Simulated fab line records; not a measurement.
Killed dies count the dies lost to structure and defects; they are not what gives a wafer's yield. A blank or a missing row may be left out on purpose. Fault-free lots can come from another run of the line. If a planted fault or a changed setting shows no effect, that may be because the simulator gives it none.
fab line records | flow sfq-line
record: lots: 6 wafers: 18 last-day: 86
route steps=325 shown M2@102 I2@103
lots untouched by any fault: they come from a run of this same line in which no faults occurred
start-h: the number of hours between the record's first day and the start of the first shown wafer of the lot | wait-h: hours since the lot's step before | " the same as in the row above | L1.1+2: one row covering several wafers at once | - no value, or no start given | * or withheld: withheld | < > ~ a bound
route shown NAME@n: NAME is a module with steps in the file, n the number in the route of the first one | usual: mean/standard deviation of fault-free wafers | same: alike in all rows | chamber/n: place in a boat | sites: readings site by site | _std_site: standard deviation across them | _edge_site: outer sites' mean less inner sites' | radius-mm: for every site, how far away it sits from the centre of the wafer | mask NAME#n: copy n | behind: the last tool/chamber to shape the wafer | hold: why the lot went on hold/how many hours it stayed there/how the hold came to an end | device: whichever transistor did not switch (one of n, p or np) | end of line: the route-end tests of the same wafers | a step with no rows: only its recipe | killed: at the first sort, the dies lost to defects and structure; wafer yield is something else | map: per-die view of a wafer (x killed, . not killed, _ where there is no die)
set.NAME: the setting as run; set.NAME@STEP: as run at that earlier step | model.NAME: the simulator's own value behind a step, which no gauge read
certain route steps with their lots: each step a table, each wafer a row
services: a tool's chamber out of use, with start hour (start-h, from the record's first day; less than 0 if before it), hours out, and reason
== steps ==
step: SFQ_TRILAYER_M2_STRIP_SOLV_CLEAN_062
recipe: chemistry: NMP temp-c: 70 time-s: 600
step: SFQ_TRILAYER_I2_DEP_PECVD_063
recipe: material: SiO2 temp-c: 150 time-s: 111.11 pressure-torr: 2.4 rf-w: 183.3 precursor: SiH4/N2O target-thk-nm: 500
usual: heater-power-w: 85/15 throttle-valve-pct: 24.5/1.3
columns lot.wafer tool chamber start-h wait-h heater-power-w throttle-valve-pct
L353.3 pecvd-04 2 795.49 0.0 99 24.0
L353.5 " 2 " " 82 24.3
L353.6 " 1 " " 78 26.9
L357.2 pecvd-03 2 803.43 0.0 74 23.1
L357.4 " 2 " " 76 23.0
L357.6 " 0 " " 111 23.4
L365.1 pecvd-04 2 968.98 0.0 98 24.1
L365.2 " 1 " " 69 26.8
L365.5 " 1 " " 74 26.9
L367.1 pecvd-03 1 982.18 0.0 55 23.0
L367.4 " 0 " " 110 23.8
L367.6 " 1 " " 57 23.2
L371.3 pecvd-03 0 1050.55 0.0 105 24.1
L371.4 " 2 " " 80 23.7
L371.6 " 2 " " 63 23.5
L374.1 pecvd-02 1 1085.28 0.0 94 24.4
L374.4 " 2 " " 109 24.1
L374.5 " 0 " " 70 25.3
step: SFQ_TRILAYER_I2_CMP_CMP_064
recipe: material: SiO2 down-force-psi: 3 platen-rpm: 60 pad-velocity-m-s: 0.94248
usual: head-pressure-psi: 3.001/0.0064 motor-current-A: 10.0/0.53 time-to-endpoint-s: 213/9
columns lot.wafer tool chamber start-h wait-h head-pressure-psi motor-current-A time-to-endpoint-s
L353.3 cmp-02 0 810.12 14.6 2.997 9.6 210
L353.6 " 0 812.12 16.5 3.005 9.5 218
L353.5 " 1 " " 2.995 9.4 209
L357.4 cmp-01 1 818.07 14.6 2.996 10.0 214
L357.2 " 2 " " 2.995 10.8 213
L357.6 " 1 820.07 16.6 2.991 9.5 219
L365.1 cmp-02 0 976.97 8.0 2.998 9.7 213
L365.2 " 2 977.97 9.0 2.997 10.8 209
L365.5 " 0 978.97 9.9 3.001 9.4 207
L367.1 cmp-02 2 994.76 12.5 2.997 10.4 212
L367.4 " 3 " " 3.015 9.5 202
L367.6 " 3 997.26 15.0 3.012 9.5 204
L371.4 cmp-01 1 1051.13 0.5 3.000 10.2 247
L371.3 " 3 1052.13 1.5 3.009 9.5 218
L371.6 " 0 " " 2.999 11.0 224
L374.4 cmp-02 3 1103.68 18.3 2.989 9.4 208
L374.1 " 0 " " 3.014 9.2 199
L374.5 " 1 " " 3.006 9.3 209
step: SFQ_I2_BOW_MEAS_917
recipe: mode: bow
usual: I2_BOW: 0/7.5
columns lot.wafer tool chamber start-h wait-h I2_BOW[um]
L353.3 film-metro-01 - 813.16 2.5 2
L353.5 " - " " 1
L353.6 " - " " -2
L357.2 film-metro-04 - 820.59 1.5 -10
L357.4 " - " " -1
L357.6 " - " " -1
L365.1 film-metro-01 - 979.97 2.5 9
L365.2 " - " " 2
L365.5 " - " " 9
L367.1 film-metro-01 - 997.76 2.5 4
L367.4 " - " " 13
L367.6 " - " " 0
L371.3 film-metro-04 - 1053.67 1.0 5
L371.4 " - " " 17
L371.6 " - " " 5
L374.1 film-metro-01 - 1105.68 1.0 -5
L374.4 " - " " -7
L374.5 " - " " -7
step: SFQ_TRILAYER_I2_METRO_MEASURE_065
usual: thk-nm: 199.7/1.4
columns lot.wafer tool chamber start-h wait-h thk-nm
L353.3 film-metro-01 - 813.64 0.5 200.0
L353.5 " - " " 198.7
L353.6 " - " " 200.4
L357.2 film-metro-04 - 820.89 0.3 200.1
L357.4 " - " " 202.0
L357.6 " - " " 203.8
L365.1 film-metro-01 - 980.09 0.1 201.4
L365.2 " - " " 200.6
L365.5 " - " " 200.6
L367.1 film-metro-01 - 997.88 0.1 200.6
L367.4 " - " " 199.4
L367.6 " - " " 199.6
L371.3 film-metro-04 - 1054.15 0.5 200.9
L371.4 " - " " 202.5
L371.6 " - " " 201.3
L374.1 film-metro-01 - 1105.80 0.1 198.2
L374.4 " - " " 198.6
L374.5 " - " " 196.7
step: SFQ_TRILAYER_I2_VIA_LITHO_COAT_072
recipe: resist: BARC spin-rpm: 3000 resist-thk-nm: 62
step: SFQ_TRILAYER_I2_VIA_LITHO_COAT_067
recipe: resist: KrF spin-rpm: 3000 resist-thk-nm: 650
step: SFQ_TRILAYER_I2_VIA_LITHO_SOFTBAKE_071
recipe: temp-c: withheld time-s: withheld resist: KrF
step: SFQ_TRILAYER_I2_VIA_LITHO_EXPOSE_068
recipe: mask-id: I2 na: 0.6 source-shape: conventional sigma-outer: 0.65 target-cd-nm: 500 dose-mj: 21.3
step: SFQ_TRILAYER_I2_VIA_LITHO_PEB_070
recipe: peb-temp-c: 115 peb-time-s: 60 resist: KrF
step: SFQ_TRILAYER_I2_VIA_LITHO_DEVELOP_069
recipe: time-s: 60 resist: KrF
step: SFQ_I2_OVL_MEAS_918
usual: I2_OVL: 1/4.6
columns lot.wafer tool chamber start-h wait-h I2_OVL[nm]
L353.3 overlay-02 - 816.70 0.1 9
L353.5 " - " " 7
L353.6 " - " " 8
L357.2 overlay-01 - 826.23 0.1 3
L357.4 " - " " 6
L357.6 " - " " -3
L365.1 overlay-01 - 984.66 0.1 0
L365.2 " - " " -1
L365.5 " - " " -5
L367.1 overlay-02 - 1002.15 0.1 2
L367.4 " - " " 2
L367.6 " - " " 0
L371.3 overlay-02 - 1072.17 0.1 -2
L371.4 " - " " 4
L371.6 " - " " 2
L374.1 overlay-02 - 1109.25 0.1 3
L374.4 " - " " -1
L374.5 " - " " 3
step: SFQ_TRILAYER_I2_VIA_BARC_OPEN_VIA_ETCH_096
recipe: mask-material: PR chemistry: O2 target-depth-nm: 125 target: BARC source-w: 500 bias-w: 80 pressure-mtorr: 30 time-s: 41.7
usual: drypump-motor-current-A: 5.5/0.35 oes-product-au: 0.685/0.0046 run-length-s: 70.1/0.53
columns lot.wafer tool chamber start-h wait-h drypump-motor-current-A oes-product-au rf-hours-counter-h run-length-s model.KrF_of_TRILAYER_I2_VIA_LITHO_COAT_067.thk-nm
L353.3 rie-diel-02 3 816.72 0.0 5.8 0.682 7 69.9 576.2
L353.5 " 2 " " 5.6 0.684 - 69.8 573.4
L353.6 " 3 " " 5.8 0.683 - 69.8 577.5
L357.2 rie-diel-03 3 826.26 0.0 5.1 0.672 26 70.7 574.2
L357.4 " 0 " " 5.9 0.689 4 69.3 576.9
L357.6 " 3 " " 5.1 0.687 - 70.9 572.6
L365.1 rie-diel-03 2 984.70 0.0 6.1 0.847 12 61.4 585.3
L365.2 " 1 " " 4.8 0.838 16 60.8 585.1
L365.5 " 2 " " 6.1 0.842 - 60.6 585.5
L367.1 rie-diel-03 2 1002.18 0.0 6.1 0.841 12 61.1 586.2
L367.4 " 0 " " 5.8 0.846 7 59.6 583.8
L367.6 " 3 " " 5.1 0.837 - 61.1 584.8
L371.3 rie-diel-02 1 1072.19 0.0 5.7 0.685 11 70.7 572.2
L371.4 " 3 " " 5.8 0.685 12 69.9 570.7
L371.6 " 2 " " 5.6 0.683 - 70.0 569.5
L374.1 rie-diel-01 0 1109.28 0.0 5.1 0.683 7 69.6 574.4
L374.4 " 3 " " 5.6 0.686 17 70.5 574.8
L374.5 " 0 " " 5.1 0.687 - 69.7 574.8
step: SFQ_TRILAYER_I2_VIA_ETCH_VIA_ETCH_070
recipe: target: SiO2 stop-on: Nb mask-material: PR taper-deg: 20 chemistry: CHF3 target-depth-nm: 260 source-w: 500 bias-w: 80 pressure-mtorr: 30 time-s: withheld
usual: drypump-motor-current-A: 5.5/0.34 oes-product-au: 0.854/0.0059
columns lot.wafer tool chamber start-h wait-h drypump-motor-current-A oes-product-au model.KrF_of_TRILAYER_I2_VIA_LITHO_COAT_067.thk-nm
L353.3 rie-diel-02 3 816.76 0.0 5.8 0.860 532
L353.5 " 2 " " 5.5 0.856 527.5
L353.6 " 3 " " 5.8 0.853 533.6
L357.2 rie-diel-03 3 826.30 0.0 5.1 0.860 528.5
L357.4 " 0 " " 5.8 0.864 532.8
L357.6 " 3 " " 5.1 0.860 526.8
L365.1 rie-diel-03 2 984.74 0.0 6.1 0.858 541.2
L365.2 " 1 " " 4.8 0.860 540.1
L365.5 " 2 " " 6.1 0.845 541.4
L367.1 rie-diel-03 2 1002.22 0.0 6.1 0.855 542.5
L367.4 " 0 " " 5.8 0.849 538.7
L367.6 " 3 " " 5.1 0.856 539.9
L371.3 rie-diel-02 1 1072.23 0.0 5.8 0.849 527
L371.4 " 3 " " 5.8 0.861 526.2
L371.6 " 2 " " 5.6 0.863 523.8
L374.1 rie-diel-01 0 1109.32 0.0 5.1 0.853 529.6
L374.4 " 3 " " 5.6 0.845 531
L374.5 " 0 " " 5.1 0.836 530
step: SFQ_TRILAYER_I2_VIA_STRIP_STRIP_071
recipe: gas: O2 power-w: 200 platen-temp-c: 40 overash-fraction: 0.65 chemistry: O2 pressure-mtorr: 50
usual: drypump-motor-current-A: 5.63/0.25 oes-product-au: 0.996/0.012
same: overash-fraction: 0.65
columns lot.wafer tool chamber start-h wait-h drypump-motor-current-A oes-product-au rf-hours-counter-h
L353.3 rie-metal-04 0 817.07 - 5.70 0.995 -
L353.5 " 1 " " 5.54 0.984 -
L353.6 " 0 " " 5.72 1.003 -
L357.2 rie-metal-02 0 826.42 - 5.42 0.996 134
L357.4 " 0 " " 5.42 0.997 -
L357.6 " 0 " " 5.44 0.992 -
L365.1 rie-metal-04 0 984.85 - 5.68 0.974 76
L365.2 " 0 " " 5.71 0.975 -
L365.5 " 0 " " 5.71 0.973 -
L367.1 rie-metal-02 0 1002.34 - 5.43 1.008 22
L367.4 " 0 " " 5.42 1.012 -
L367.6 " 1 " " 6.20 1.021 -
L371.3 rie-metal-04 1 1072.54 - 5.57 0.998 -
L371.4 " 0 " " 5.68 0.991 -
L371.6 " 0 " " 5.72 0.988 -
L374.1 rie-metal-04 1 1109.44 - 5.54 0.996 18
L374.4 " 0 " " 5.67 0.996 -
L374.5 " 0 " " 5.66 0.995 -
== services ==
columns tool chamber start-h hours kind
rie-diel-03 - 781.41 0.5 repair
rie-diel-02 0 785.22 20.2 repair
rie-diel-03 0 786.62 8.6 repair
rie-metal-04 - 804.54 0.7 repair
film-metro-01 - 830.89 1.4 pm
cmp-02 - 831.10 1.3 repair
rie-metal-04 0 831.78 5.8 repair
cmp-02 - 832.39 5.8 pm
rie-diel-02 0 843.31 5.9 repair
rie-diel-02 - 848.31 14.6 pm
rie-metal-04 - 877.55 0.2 repair
cmp-02 - 881.55 4.2 repair
cmp-02 - 895.39 21.6 repair
rie-diel-03 1 924.27 2.1 repair
rie-diel-03 2 924.56 6.6 repair
film-metro-01 - 969.36 1.8 pm
film-metro-01 - 986.70 0.2 pm
rie-metal-04 - 991.43 1.4 pm
rie-diel-02 - 1003.75 0.5 repair
rie-diel-03 2 1064.09 11.7 repair
rie-diel-03 - 1091.43 0.8 repair
rie-diel-03 0 1099.35 8.3 repair
rie-diel-03 2 1103.77 7.6 repair
rie-diel-03 3 1106.54 2.4 repair
== key ==
first-sign: step: SFQ_TRILAYER_I2_VIA_BARC_OPEN_VIA_ETCH_096 reading: oes-product-au direction: up sigmas: 34 usual: 0.685 struck: 0.842
effect: step: SFQ_TRILAYER_I2_VIA_BARC_OPEN_VIA_ETCH_096 reading: run-length-s direction: down sigmas: 18 usual: * struck: *
model-effect: step: SFQ_TRILAYER_I2_VIA_BARC_OPEN_VIA_ETCH_096 value: KrF_of_TRILAYER_I2_VIA_LITHO_COAT_067.thk-nm without: 573.2 struck: 585.1
model-effect: step: SFQ_TRILAYER_I2_VIA_ETCH_VIA_ETCH_070 value: KrF_of_TRILAYER_I2_VIA_LITHO_COAT_067.thk-nm without: 528.7 struck: 540.6
met-at SFQ_TRILAYER_I2_VIA_BARC_OPEN_VIA_ETCH_096
struck-wafers L365.1,L365.2,L365.5,L367.1,L367.4,L367.6
onset-between 826.26 984.70
fault: kind: process-parameter-drift tool: rie-diel-03 chamber: - onset-h: 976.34 steps: SFQ_TRILAYER_I2_VIA_BARC_OPEN_VIA_ETCH_096 channel: time-s offset: * shape: step end-h: 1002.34 acts-in: * stated: *
